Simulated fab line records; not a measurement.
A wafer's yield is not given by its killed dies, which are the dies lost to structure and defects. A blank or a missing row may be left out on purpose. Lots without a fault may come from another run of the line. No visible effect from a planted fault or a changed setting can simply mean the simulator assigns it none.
One fault seen from 2 desks | flow sfqLine | each desk holds nothing but its own numbers, with what lay behind them at the end

== FOR THE TOOL OWNER'S DESK: lithoTrack-01 ==
The tool's own readings at SFQ_TRILAYER_I7_VIA_LITHO_COAT_187 (resist thk 650 nm): means of the sampled wafers that have a number, for each lot that ran on this tool. Marked OUT: a lot whose mean sits more than 4 standard deviations from the usual mean, which makes it out of limits; the brackets give that distance.
Columns: A = spinSpeedRpm at SFQ_TRILAYER_I7_VIA_LITHO_COAT_187, usual 2999.8 rpm
lot  | first seen here | A
L960 | day 68 18:11    | 3000.8
L961 | day 70 00:37    | 2998.3
L962 | day 73 07:10    | 3113.0 (+60) OUT
L963 | day 73 09:31    | 3115.1 (+61) OUT
L972 | day 76 12:35    | 2998.2
L973 | day 76 18:44    | 3000.1
L974 | day 77 03:41    | 2998.9
L980 | day 79 19:26    | 2999.0
L981 | day 79 22:23    | 2999.9
This desk's verdict: out of limits on L962, L963, starting with L962 at day 73 07:10 (spinSpeedRpm at SFQ_TRILAYER_I7_VIA_LITHO_COAT_187). L960, L961, L972, L973, L974, L980, L981: within limits.

== FROM THE METROLOGY DESK ==
Means of the sampled wafers that have a number, per lot and without regard to the tool the lot ran on: this is what the gauges read. Marked OUT: a lot whose mean sits more than 4 standard deviations from the usual mean, which makes it out of limits; the brackets give that distance.
Columns: A = INCOMING_BOW at SFQ_INCOMING_BOW_MEAS_900, usual 0 um
lot  | first seen here | A
L960 | day 1 15:00     | 7
L961 | day 1 20:01     | -7
L962 | day 2 01:02     | -3
L963 | day 2 06:00     | 2
L964 | day 2 11:00     | 3
L972 | day 4 03:00     | 4
L973 | day 4 08:02     | 6
L974 | day 4 13:00     | 2
L975 | day 4 18:00     | 2
L977 | day 5 04:00     | 3
L979 | day 5 14:00     | 1
L980 | day 5 19:02     | -5
L981 | day 6 00:01     | 1
L982 | day 6 05:00     | 3
Finding of this desk: none of the 14 lots has anything out of limits.

== PUT TOGETHER ==
The tool owner's desk had the chance to raise an alarm at day 73 07:10 on L962, L963.
From the metrology desk's view, nothing was out of limits.
The metrology desk has L962, L963 on record, within its limits.
On lithoTrack-01, each named lot ran SFQ_TRILAYER_I7_VIA_LITHO_COAT_187.

== WHAT WAS PUT IN BY THE SIMULATOR ==
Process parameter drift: lithoTrack-01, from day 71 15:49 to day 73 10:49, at SFQ_TRILAYER_I7_VIA_LITHO_COAT_187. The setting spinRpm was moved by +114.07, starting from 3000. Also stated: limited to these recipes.
Shown lots that were struck: L962, L963.
Each desk's first reading out of limits, in hours after the fault started: the tool owner's desk, 39.
